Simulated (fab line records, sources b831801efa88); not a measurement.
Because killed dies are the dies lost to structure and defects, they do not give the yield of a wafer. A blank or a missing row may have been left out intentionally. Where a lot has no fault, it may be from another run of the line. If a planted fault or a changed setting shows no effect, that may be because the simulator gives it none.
Which tool is to blame?	flow gf180mcu	42 wafers sampled from 14 lots at 1 step of a route of 602

WHAT THE GAUGES SHOWED, per wafer
GF_STI_THK_MEAS_02. Usual: STI_OXIDATION_THK 9.92 nm, standard deviation 0.2.
lot	measured	on	STI_OXIDATION_THK (nm)	flag
L490	day 1 11:31	film_metro-01	9.75 9.89 9.78	
L492	day 1 21:31	film_metro-01	10.20 10.24 10.18	
L493	day 2 03:42	film_metro-01	9.74 9.61 9.61	
L494	day 2 07:31	film_metro-02	10.22 10.11 10.27	
L495	day 2 13:28	film_metro-03	9.69 9.73 9.81	
L496	day 2 20:11	film_metro-01	9.59 9.87 9.84	
L497	day 2 22:31	film_metro-02	10.28 10.27 10.12	
L500	day 3 13:55	film_metro-03	9.85 9.89 9.91	
L501	day 3 18:31	film_metro-01	9.99 9.85 10.03	
L502	day 3 23:31	film_metro-01	9.91 9.89 10.06	
L510	day 5 16:19	film_metro-01	9.85 9.97 9.84	
L511	day 5 20:38	film_metro-03	9.96 10.05 10.14	
L512	day 6 01:32	film_metro-01	9.96 9.90 10.00	
L513	day 6 06:31	film_metro-01	9.57 9.61 9.64	

WHICH TOOL RAN EACH LOT (tool, then ch and the chambers of the sampled wafers, then the start)
The record holds no process step before these readings.

WHAT THE TOOLS THEMSELVES READ (means of the sampled wafers that have a number; where no wafer has one, the mark that the record gives instead)
The record holds no such reading with a usual standard deviation.

THE ANSWER, worked out from the rows above alone
Rule: lot off if the mean of its wafers having a number is beyond 3 standard deviations from the usual mean. Also off: a lot with no number at a reading for which 4 or more lots have one. Where the step has rows for the other lots, those lots are counted as sound. Order of review: gauges by route order, followed by the tools' own readings, for which a lot's mean as printed above is used. At the first step where some lot is off, the reading lying furthest off is the one used; lots without a number count as furthest.
Across all readings shown, no lot is off: no conclusion can be drawn from this.

WHAT WAS PUT IN BY THE SIMULATOR
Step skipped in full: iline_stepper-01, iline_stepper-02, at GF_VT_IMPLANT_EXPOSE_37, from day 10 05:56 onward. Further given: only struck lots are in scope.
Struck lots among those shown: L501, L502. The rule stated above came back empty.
